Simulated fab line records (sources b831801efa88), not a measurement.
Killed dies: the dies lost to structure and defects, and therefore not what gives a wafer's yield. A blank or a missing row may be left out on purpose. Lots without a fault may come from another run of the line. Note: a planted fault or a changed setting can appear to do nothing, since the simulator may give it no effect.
One fault seen from 2 desks -- flow sky130 -- each desk has only its own numbers; what lay behind them comes last

## TOOL OWNER'S DESK, implanter-04
The tool's own readings at SKY_LDD_N_IMPLANT_11: means of the sampled wafers that have a number, for each lot that ran on this tool. Any lot whose mean is over 4 standard deviations away from the usual mean is out of limits and marked OUT; that distance is given in the brackets.
Columns: A = dose_ions_cm2 at SKY_LDD_N_IMPLANT_11, usual 7.5e+13; B = faraday_current_uA at SKY_LDD_N_IMPLANT_11, usual 423; C = rotation_deg at SKY_LDD_N_IMPLANT_11, usual 293.01 degrees
lot,first seen here,A,B,C
L545,day 19 20:07,6.7e+13 (-99 or more) OUT,379 (-5.6) OUT,293.00
L546,day 20 10:56,6.7e+13 (-99 or more) OUT,366 (-7.2) OUT,293.03
L556,day 23 22:38,7.5e+13,431,293.03
L559,day 25 08:41,7.5e+13,429,293.03
L562,day 26 03:59,7.5e+13,424,293.01
This desk's verdict: out of limits on L545, L546, starting with L545 at day 19 20:07 (dose_ions_cm2 at SKY_LDD_N_IMPLANT_11). In limits: L556, L559, L562.

## THE METROLOGY DESK
Means of the sampled wafers that have a number, per lot and without regard to the tool the lot ran on: this is what the gauges read. Any lot whose mean is over 4 standard deviations away from the usual mean is out of limits and marked OUT; that distance is given in the brackets.
Columns: A = cd_nm at SKY_POLY_GATE_CD_MEAS_22, usual 149.5 nm; B = LDD_N_OVL at SKY_LDD_N_OVL_MEAS_07, usual -1.3 nm
lot,first seen here,A,B
L540,day 17 01:53,148.5,-1.0
L545,day 18 11:28,148.1,-3.4
L546,day 19 02:19,150.2,-3.5
L556,day 22 15:27,152.3,0.3
L559,day 24 01:38,149.0,-0.8
L562,day 24 22:05,151.4,-0.6
This desk's verdict: no lot among the 6 shows anything out of limits.

## TAKEN TOGETHER
On L545, L546, at day 19 20:07, an alarm was possible from the tool owner's desk.
From the metrology desk's view, nothing was out of limits.
The metrology desk holds a record of L545, L546, inside its limits.
On implanter-04, each named lot ran SKY_LDD_N_IMPLANT_11.

## WHAT THE SIMULATOR HAD INSERTED
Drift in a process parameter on implanter-04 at SKY_LDD_N_IMPLANT_11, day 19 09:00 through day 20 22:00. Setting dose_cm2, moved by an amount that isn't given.
Lots struck among those shown: L545, L546.
Delay in hours, fault start to first out-of-limits reading, by desk: the tool owner's desk at 11.
